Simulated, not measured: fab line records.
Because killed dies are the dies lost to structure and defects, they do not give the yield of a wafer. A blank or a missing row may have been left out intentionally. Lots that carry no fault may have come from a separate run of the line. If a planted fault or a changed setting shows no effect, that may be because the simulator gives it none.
fab line records / flow sky130
record: lots: 14 wafers: 42 lastDay: 50
route steps=708 shown DNWELL@40
lots with no fault: from the same line, run without faults
startH: hours from the record's first day to the start of the lot's first wafer shown / waitH: time in hours since the lot's previous step / " identical to the entry in the row above / L1.1+2: a single row standing in for several wafers / - no value, or no start given / * or withheld: withheld / < > ~ a bound
route shown NAME@n: a module of which the file shows steps, and the number in the route of the first / usual: mean/standard deviation of fault-free wafers / same: alike in all rows / chamber/n: place in a boat / sites: each site's reading / _std_site: their standard deviation / _edge_site: mean of outer sites minus mean of inner sites / radiusMm: how far each site lies from the wafer's centre / mask NAME#n: copy n / behind: the last tool/chamber to shape the wafer / hold: reason for holding the lot/hours on hold/outcome of the hold / device: which transistor (n, p or np) failed to switch / end of line: the same wafers' tests at the end of the route / a step given without rows: its recipe and nothing more / killed: the dies lost at the first sort to structure and to defects; this is not the yield of the wafer / map: dies across one wafer; x = killed, . = not, _ = none there
set.NAME: the setting as run; set.NAME@STEP: as run at that earlier step / model.NAME: the simulator's own value behind a step, which no gauge read
steps of the route over a sample of lots; a table a step, a row a wafer
== steps ==
step: SKY_DNWELL_PEB_05
recipe: tempC: 115 timeS: withheld
usual: chillPlateTempC: 23.00/0.093 exhaustPa: 45.0/0.85
lot.wafer=L751.3 tool=lithoTrack-04 chamber=0 startH=56 waitH=- chillPlateTempC=22.97 exhaustPa=44.9
lot.wafer=L751.4 tool=lithoTrack-04 chamber=0 startH=56 waitH=- chillPlateTempC=22.99 exhaustPa=45.9
lot.wafer=L751.5 tool=lithoTrack-04 chamber=0 startH=56 waitH=- chillPlateTempC=22.89 exhaustPa=44.9
lot.wafer=L753.3 tool=lithoTrack-03 chamber=0 startH=66 waitH=- chillPlateTempC=22.87 exhaustPa=45.2
lot.wafer=L753.4 tool=lithoTrack-03 chamber=0 startH=66 waitH=- chillPlateTempC=23.02 exhaustPa=43.8
lot.wafer=L753.6 tool=lithoTrack-03 chamber=0 startH=67 waitH=- chillPlateTempC=23.03 exhaustPa=45.5
lot.wafer=L754.2 tool=lithoTrack-04 chamber=0 startH=73 waitH=- chillPlateTempC=22.95 exhaustPa=42.4
lot.wafer=L754.4 tool=lithoTrack-04 chamber=0 startH=73 waitH=- chillPlateTempC=22.86 exhaustPa=43.9
lot.wafer=L754.6 tool=lithoTrack-04 chamber=0 startH=73 waitH=- chillPlateTempC=22.86 exhaustPa=43.5
lot.wafer=L757.4 tool=lithoTrack-01 chamber=- startH=86 waitH=- chillPlateTempC=- exhaustPa=-
lot.wafer=L757.5 tool=lithoTrack-01 chamber=- startH=86 waitH=- chillPlateTempC=- exhaustPa=-
lot.wafer=L757.6 tool=lithoTrack-01 chamber=- startH=86 waitH=- chillPlateTempC=- exhaustPa=-
lot.wafer=L758.3 tool=lithoTrack-04 chamber=- startH=96 waitH=- chillPlateTempC=- exhaustPa=-
lot.wafer=L758.4 tool=lithoTrack-04 chamber=- startH=96 waitH=- chillPlateTempC=- exhaustPa=-
lot.wafer=L758.6 tool=lithoTrack-04 chamber=- startH=96 waitH=- chillPlateTempC=- exhaustPa=-
lot.wafer=L761.1 tool=lithoTrack-04 chamber=0 startH=121 waitH=- chillPlateTempC=23.07 exhaustPa=45.2
lot.wafer=L761.4 tool=lithoTrack-04 chamber=0 startH=121 waitH=- chillPlateTempC=23.03 exhaustPa=46.4
lot.wafer=L761.5 tool=lithoTrack-04 chamber=0 startH=121 waitH=- chillPlateTempC=22.97 exhaustPa=46.8
lot.wafer=L766.1 tool=lithoTrack-03 chamber=0 startH=143 waitH=- chillPlateTempC=22.99 exhaustPa=44.8
lot.wafer=L766.2 tool=lithoTrack-03 chamber=0 startH=143 waitH=- chillPlateTempC=22.89 exhaustPa=46.1
lot.wafer=L766.4 tool=lithoTrack-03 chamber=0 startH=143 waitH=- chillPlateTempC=22.87 exhaustPa=45.5
lot.wafer=L767.1 tool=lithoTrack-04 chamber=0 startH=145 waitH=- chillPlateTempC=23.07 exhaustPa=43.6
lot.wafer=L767.4 tool=lithoTrack-04 chamber=0 startH=145 waitH=- chillPlateTempC=23.12 exhaustPa=45.2
lot.wafer=L767.6 tool=lithoTrack-04 chamber=0 startH=145 waitH=- chillPlateTempC=23.12 exhaustPa=45.2
lot.wafer=L768.2 tool=lithoTrack-04 chamber=0 startH=153 waitH=- chillPlateTempC=22.85 exhaustPa=45.3
lot.wafer=L768.4 tool=lithoTrack-04 chamber=0 startH=153 waitH=- chillPlateTempC=22.95 exhaustPa=46.1
lot.wafer=L768.5 tool=lithoTrack-04 chamber=0 startH=153 waitH=- chillPlateTempC=23.04 exhaustPa=45.4
lot.wafer=L769.3 tool=lithoTrack-01 chamber=0 startH=153 waitH=- chillPlateTempC=23.12 exhaustPa=46.2
lot.wafer=L769.4 tool=lithoTrack-01 chamber=0 startH=153 waitH=- chillPlateTempC=23.02 exhaustPa=42.9
lot.wafer=L769.6 tool=lithoTrack-01 chamber=0 startH=153 waitH=- chillPlateTempC=23.08 exhaustPa=43.9
lot.wafer=L770.1 tool=lithoTrack-03 chamber=0 startH=162 waitH=- chillPlateTempC=23.05 exhaustPa=44.2
lot.wafer=L770.2 tool=lithoTrack-03 chamber=0 startH=163 waitH=- chillPlateTempC=23.10 exhaustPa=44.8
lot.wafer=L770.3 tool=lithoTrack-03 chamber=0 startH=163 waitH=- chillPlateTempC=23.00 exhaustPa=45.2
lot.wafer=L771.1 tool=lithoTrack-01 chamber=0 startH=170 waitH=- chillPlateTempC=23.07 exhaustPa=45.7
lot.wafer=L771.2 tool=lithoTrack-01 chamber=0 startH=170 waitH=- chillPlateTempC=22.94 exhaustPa=44.7
lot.wafer=L771.4 tool=lithoTrack-01 chamber=0 startH=170 waitH=- chillPlateTempC=22.99 exhaustPa=44.9
lot.wafer=L772.2 tool=lithoTrack-03 chamber=0 startH=173 waitH=- chillPlateTempC=22.87 exhaustPa=45.3
lot.wafer=L772.4 tool=lithoTrack-03 chamber=0 startH=173 waitH=- chillPlateTempC=22.94 exhaustPa=45.7
lot.wafer=L772.6 tool=lithoTrack-03 chamber=0 startH=173 waitH=- chillPlateTempC=23.06 exhaustPa=43.7
lot.wafer=L773.1 tool=lithoTrack-04 chamber=0 startH=175 waitH=- chillPlateTempC=23.11 exhaustPa=45.0
lot.wafer=L773.4 tool=lithoTrack-04 chamber=0 startH=176 waitH=- chillPlateTempC=22.97 exhaustPa=45.3
lot.wafer=L773.6 tool=lithoTrack-04 chamber=0 startH=176 waitH=- chillPlateTempC=22.93 exhaustPa=44.7
== key ==
firstSign: step: SKY_DNWELL_PEB_05 reading: toolRecord direction: missing
effect none on later readings
metAt SKY_DNWELL_PEB_05
struckLots L757,L758
sortLeftOut L757.4,L757.5,L757.6,L758.3,L758.4,L758.6
testerLeftOut L757,L758
onsetBetween 73 86
fault: kind: skippedStepWhole tool: lithoTrack-01,lithoTrack-04 chamber: - onsetH: 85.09 steps: SKY_DNWELL_PEB_05 scope: struckLotsOnly
testerLeftOut: of these lots the tester's yield and bins aren't shown, on N5 and GAA mostly nor the transistor test; their killed dies are dies lost to structure and defects alone, not to doping, threshold or leakage, so they don't give the yield
sortLeftOut: the simulated sort isn't trusted on such a fault, so these wafers' sort isn't shown, and their yield isn't known
